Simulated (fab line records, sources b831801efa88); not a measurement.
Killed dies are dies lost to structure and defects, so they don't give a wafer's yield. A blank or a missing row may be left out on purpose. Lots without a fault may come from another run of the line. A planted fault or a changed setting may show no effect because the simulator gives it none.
Which tool did it? | flow sky130 | 10 lots, 30 wafers sampled, at 8 steps of a route of 708

WHAT THE GAUGES READ, wafer by wafer
SKY_FIELD_ISO_CD_MEAS_13: target cd 150 nm.
lot  | measured    | on        | cd_nm (nm)
L365 | day 2 04:56 | cd_sem-02 | 150.3 150.8 150.3
L366 | day 2 12:58 | cd_sem-02 | 147.9 147.1 146.6
L368 | day 2 22:55 | cd_sem-01 | 151.2 150.3 150.3
L369 | day 3 06:02 | cd_sem-01 | 148.6 150.2 148.4
L370 | day 3 07:42 | cd_sem-02 | 149.9 149.5 149.3
L372 | day 3 17:26 | cd_sem-02 | 150.7 151.7 152.8
L374 | day 4 04:43 | cd_sem-02 | 151.3 149.6 148.5
L380 | day 5 10:58 | cd_sem-02 | 152.3 150.7 150.4
L381 | day 5 18:29 | cd_sem-02 | 150.5 150.3 152.8
L384 | day 6 08:49 | cd_sem-02 | 150.5 151.5 152.1

SKY_POLY_GATE_THK_MEAS_04.
lot  | measured     | on            | POLY_GATE_CVD_03_THK (nm)
L365 | day 15 05:11 | film_metro-03 | 75.2 74.5 75.0
L366 | day 15 16:14 | film_metro-02 | 75.5 75.7 76.0
L368 | day 16 11:03 | film_metro-03 | 75.8 75.6 75.1
L369 | day 17 02:25 | film_metro-02 | 74.1 73.9 74.1
L370 | day 17 02:25 | film_metro-01 | 74.9 74.7 75.1
L372 | day 17 18:10 | film_metro-02 | 74.4 74.0 74.2
L374 | day 18 13:04 | film_metro-02 | 75.6 75.7 75.9
L380 | day 20 17:47 | film_metro-02 | 75.3 74.9 75.7
L381 | day 21 08:14 | film_metro-03 | 80.0 79.9 79.6 79.8 80.0 79.5
L384 | day 22 00:26 | film_metro-03 | 74.8 75.5 75.6

SKY_POLY_GATE_CD_MEAS_13: target cd 150 nm.
lot  | measured     | on        | cd_nm (nm)
L365 | day 16 09:49 | cd_sem-02 | 151.2 150.6 150.3
L366 | day 16 20:35 | cd_sem-01 | 151.0 150.9 150.9
L368 | day 17 15:26 | cd_sem-01 | 147.7 147.9 147.6
L369 | day 18 07:44 | cd_sem-01 | 149.1 149.0 149.4
L370 | day 18 07:47 | cd_sem-02 | 147.7 148.7 147.2
L372 | day 19 00:16 | cd_sem-02 | 150.1 149.8 149.5
L374 | day 19 20:01 | cd_sem-02 | 152.6 151.0 152.4
L380 | day 22 01:14 | cd_sem-02 | 151.2 150.9 149.7
L381 | day 22 14:58 | cd_sem-01 | 162.3 162.9 163.4 162.4 162.8 163.5
L384 | day 23 06:28 | cd_sem-01 | 148.5 149.5 148.4

SKY_POLY_GATE_CD_MEAS_22.
lot  | measured     | on        | cd_nm (nm)
L365 | day 16 15:09 | cd_sem-02 | 149 149 148
L366 | day 16 22:28 | cd_sem-01 | 148 149 149
L368 | day 17 19:27 | cd_sem-02 | 146 148 147
L369 | day 18 10:17 | cd_sem-02 | 156 144 156
L370 | day 18 10:17 | cd_sem-01 | 145 144 145
L372 | day 19 02:08 | cd_sem-02 | 148 147 149
L374 | day 19 23:05 | cd_sem-01 | 150 149 152
L380 | day 22 03:06 | cd_sem-01 | 153 148 150
L381 | day 23 08:26 | cd_sem-02 | 165 165 166 165 165 166
L384 | day 23 08:19 | cd_sem-01 | 144 149 144

SKY_LOCAL_INTERCONNECT_RS_MEAS_01: measures by four-point-probe.
lot  | measured     | on            | LOCAL_INTERCONNECT_TIN_RS (ohm/sq)
L365 | day 29 05:45 | film_metro-03 | 14.23 14.03 14.05
L366 | day 29 15:17 | film_metro-04 | 13.70 13.99 13.82
L368 | day 30 12:38 | film_metro-04 | 14.31 14.09 14.47
L369 | day 30 22:15 | film_metro-03 | 14.36 14.30 13.93
L370 | day 31 03:14 | film_metro-03 | 14.20 14.36 14.21
L372 | day 31 14:26 | film_metro-04 | 14.10 13.62 14.14
L374 | day 32 08:12 | film_metro-03 | 13.85 13.73 14.09
L380 | day 34 21:00 | film_metro-04 | 13.84 13.92 13.79
L381 | day 34 22:07 | film_metro-04 | 14.39 14.36 14.51
L384 | day 35 07:05 | film_metro-03 | 13.94 13.94 14.02

WHICH TOOL RAN EACH LOT (tool, then ch and the chambers of the sampled wafers, then the start)
lot  | SKY_POLY_GATE_CVD_03        | SKY_POLY_CUT_ETCH_11               | SKY_LOCAL_INTERCONNECT_SPUTTER_00
L365 | lpcvd-02 ch 0, day 15 03:50 | rie_diel-03 ch 0,2,3, day 24 08:46 | pvd_sputter-01, day 29 05:41
L366 | lpcvd-02 ch 1, day 15 14:52 | rie_diel-03 ch 0,3, day 24 17:08   | pvd_sputter-01, day 29 15:14
L368 | lpcvd-02 ch 0, day 16 09:41 | rie_diel-01 ch 0,2,3, day 25 16:05 | pvd_sputter-04, day 30 12:35
L369 | lpcvd-02 ch 1, day 17 01:03 | rie_diel-02 ch 0,1,2, day 26 04:40 | pvd_sputter-04, day 30 22:10
L370 | lpcvd-02 ch 1, day 17 01:03 | rie_diel-03 ch 0,2,3, day 26 07:20 | pvd_sputter-04, day 31 03:09
L372 | lpcvd-02 ch 0, day 17 16:48 | rie_diel-01 ch 2,3, day 26 19:52   | pvd_sputter-04, day 31 14:22
L374 | lpcvd-02 ch 1, day 18 11:42 | rie_diel-01 ch 0,3, day 27 14:34   | pvd_sputter-04, day 32 08:07
L380 | lpcvd-02 ch 0, day 20 16:25 | rie_diel-01 ch 0,1, day 30 05:40   | pvd_sputter-01, day 34 20:55
L381 | lpcvd-02 ch 0, day 21 06:53 | rie_diel-01 ch 1,2,3, day 30 06:14 | pvd_sputter-03, day 34 22:04
L384 | lpcvd-02 ch 1, day 21 23:04 | rie_diel-01 ch 0,3, day 30 15:38   | pvd_sputter-01, day 35 07:01
- SKY_POLY_GATE_CVD_03: deposits Si3N4 from DCS/NH3, target thk 75 nm, time 1290 s.
- SKY_POLY_CUT_ETCH_11: etches Si3N4 in CF4/CH2F2/Ar, stops on poly-Si, time 42.5 s, target depth 60 nm.
- SKY_LOCAL_INTERCONNECT_SPUTTER_00: material TiN, target thk 100 nm, time 83.3 s.

WHAT THE TOOLS THEMSELVES READ (means of the sampled wafers that have a number; where no wafer has one, the mark that the record gives instead)
SKY_POLY_GATE_CVD_03.
lot  | tool     | pressure_mtorr (mTorr) | spike_tc_lower_C (C)
L365 | lpcvd-02 | 249.8                  | 770.6
L366 | lpcvd-02 | 249.6                  | 771.6
L368 | lpcvd-02 | 250.7                  | 769.8
L369 | lpcvd-02 | 249.8                  | 771.0
L370 | lpcvd-02 | 249.3                  | 771.7
L372 | lpcvd-02 | 250.5                  | 770.2
L374 | lpcvd-02 | 250.5                  | 770.6
L380 | lpcvd-02 | 249.9                  | 770.6
L381 | lpcvd-02 | 300.6                  | 769.4
L384 | lpcvd-02 | 250.2                  | 770.3

SKY_POLY_CUT_ETCH_11.
lot  | tool        | drypump_motor_current_A (A) | oes_product_au (a.u.) | throttle_valve_pct (%)
L365 | rie_diel-03 | 5.8                         | 0.832                 | 15.000
L366 | rie_diel-03 | 5.8                         | 0.832                 | 15.006
L368 | rie_diel-01 | 5.5                         | 0.840                 | 14.999
L369 | rie_diel-02 | 5.3                         | 0.822                 | 14.997
L370 | rie_diel-03 | 5.8                         | 0.827                 | 14.995
L372 | rie_diel-01 | 5.4                         | 0.826                 | 14.997
L374 | rie_diel-01 | 5.1                         | 0.830                 | 14.996
L380 | rie_diel-01 | 5.4                         | 0.832                 | 15.003
L381 | rie_diel-01 | 5.5                         | 0.855                 | 15.004
L384 | rie_diel-01 | 5.2                         | 0.824                 | 14.987

SKY_LOCAL_INTERCONNECT_SPUTTER_00.
lot  | tool           | throttle_valve_pct (%)
L365 | pvd_sputter-01 | 29.1
L366 | pvd_sputter-01 | 29.8
L368 | pvd_sputter-04 | 29.2
L369 | pvd_sputter-04 | 29.1
L370 | pvd_sputter-04 | 29.8
L372 | pvd_sputter-04 | 29.1
L374 | pvd_sputter-04 | 29.1
L380 | pvd_sputter-01 | 29.2
L381 | pvd_sputter-03 | 28.7
L384 | pvd_sputter-01 | 29.0

THE ANSWER, worked out from the rows above alone
Rule: what is usual is taken from the lots themselves. Put in order of their means at a reading, lots are off if they are a third of the lots or fewer, leave a main group of 4 or more, and stand apart from it by a gap of 3 or more times the standard deviation of the main group's means; of several such gaps the widest counts. A main group whose means are all the same, to the digits that the tables above print for the reading, isn't used. A lot without any number at a reading at which 4 lots or more have one is off too. The other lots that the step has rows for count as sound. The gauges are gone through in route order, then the tools' own readings, and for those a lot's mean is taken as printed above. The first step at which some lot is off is used, and at that step the reading that is off furthest; a lot without a number counts as furthest.
Off: L381, at SKY_POLY_GATE_THK_MEAS_04 (POLY_GATE_CVD_03_THK). The main group: mean 75.1 nm, standard deviation 0.58.
A tool fits if, at a process step before that reading, it ran every lot that is off, and no sound lot after the first of them. The gauges at SKY_POLY_GATE_THK_MEAS_04 aren't tried: what is off there is off at SKY_POLY_GATE_CD_MEAS_13 too, on other tools, and a gauge's error can't cause that. None of those tried fits.

WHAT THE SIMULATOR HAD PUT IN
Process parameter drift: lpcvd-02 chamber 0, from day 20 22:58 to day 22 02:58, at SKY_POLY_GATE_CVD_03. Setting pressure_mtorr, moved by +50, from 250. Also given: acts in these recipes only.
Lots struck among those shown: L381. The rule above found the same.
